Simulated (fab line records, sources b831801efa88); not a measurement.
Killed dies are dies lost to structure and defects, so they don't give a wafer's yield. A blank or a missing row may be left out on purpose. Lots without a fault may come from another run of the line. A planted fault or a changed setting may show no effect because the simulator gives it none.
Problem report in the 8D (eight disciplines) form, filled by code | flow sky130 | the parts of the form that need people (team, actions taken, sign-off) are left out

1. THE PROBLEM
sort_bin_3_pad_short at SKY_PAD_OPEN_PROBE_99 reads a mean of 4.4 % on 6 wafers of 2 lots; wafers without a fault read 0.9 % with a standard deviation of 0.42. That is +8.3 standard deviations from the usual mean.
First seen on wafer L739.2, day 50 01:34, on prober-02. The record holds 12 wafers of 4 lots with a number at this step. Rule for "out", or "out of limits": more than 4 standard deviations from the usual mean. The other wafers with a number count as sound.

2. WHAT IT IS AND WHAT IT IS NOT
question                    | is                                                                                                       | is not
which readings at this step | sort_bin_3_pad_short, defect_limited_yield, killed_at_M0_to_M3, killed_dies, sort_n_pass, sort_yield_pct | killed_at_M4_up, killed_at_contacts, killed_at_front_end, killed_at_other, killed_short, sort_bin_6_memory
which lots                  | L739, L741                                                                                               | L722, L730
which wafers of those lots  | all that have a number                                                                                   | -
read on which tools         | prober-02                                                                                                | prober-01
when                        | from day 50 01:34                                                                                        | up to then (6 sound wafers)

3. SUSPECTS, AND WHAT RULES EACH OUT
Counting: a tool at a process step up to the reading stays a suspect if it ran every lot that is out and no sound lot after the first of them.
- wet_bench-01 at SKY_VIA1_CLEAN_19 (cleans in O3/DIW): kept. It ran every lot that is out, first L739 (day 39 13:49), and no sound lot after that; its last sound lot up to then is L722 (day 34 15:19).
- rie_diel-01 at SKY_VIA4_ETCH_12 (etches SiO2 in C4F8/O2/Ar, stops on TiN, target depth 580 nm): kept. It ran every lot that is out, first L739 (day 47 15:49), and no sound lot after that.
- prober-02 at SKY_PAD_OPEN_PROBE_99: kept. It ran every lot that is out, first L739 (day 50 01:34), and no sound lot after that. Its own readings are out on those wafers: defect_limited_yield, killed_at_M0_to_M3, killed_dies, sort_bin_3_pad_short, sort_n_pass, sort_yield_pct.
Left after counting: wet_bench-01 at SKY_VIA1_CLEAN_19, rie_diel-01 at SKY_VIA4_ETCH_12, prober-02 at SKY_PAD_OPEN_PROBE_99.

4. THE CAUSE (what the simulator had put in)
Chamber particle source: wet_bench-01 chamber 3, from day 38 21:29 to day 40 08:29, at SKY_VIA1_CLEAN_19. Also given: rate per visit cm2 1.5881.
Counting left 3 suspects, and this tool is among them.

5. THE CHAIN OF EFFECTS, in route order
Each row: a reading whose mean over the struck wafers that have a number lies more than 3 standard deviations from the usual. Only readings for which the record gives a usual standard deviation are gone through. hours: the time from each lot's start at the first step in this table that gives one to its start at this step, as a median over the lots. sigmas: the change in usual standard deviations.
hours | step                  | reading              | usual  | on struck wafers | change | sigmas
0     | SKY_PAD_OPEN_PROBE_99 | defect_limited_yield | 82.4 % | 73.2             | -9.2   | -4.8
0     | SKY_PAD_OPEN_PROBE_99 | killed_at_M0_to_M3   | 43     | 94               | +51    | +7.9
0     | SKY_PAD_OPEN_PROBE_99 | killed_dies          | 87     | 132              | +45    | +4.8
0     | SKY_PAD_OPEN_PROBE_99 | sort_bin_3_pad_short | 0.9 %  | 4.4              | +3.5   | +8.3
0     | SKY_PAD_OPEN_PROBE_99 | sort_bin_5_function  | 10.5 % | 15.8             | +5.3   | +3.8
0     | SKY_PAD_OPEN_PROBE_99 | sort_n_pass          | 405    | 360              | -45    | -4.8
0     | SKY_PAD_OPEN_PROBE_99 | sort_yield_pct       | 82.4 % | 73.2             | -9.2   | -4.8
The process steps in it:
- SKY_PAD_OPEN_PROBE_99

6. WHAT WOULD HAVE CAUGHT IT SOONER
In this record the first reading out of limits was taken at day 50 01:34, 268 hours after the fault began at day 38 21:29.
All the lots that are out (2) had begun SKY_VIA1_CLEAN_19 on wet_bench-01 by day 50 01:34. A hold on the tool at that time would have spared none of them.
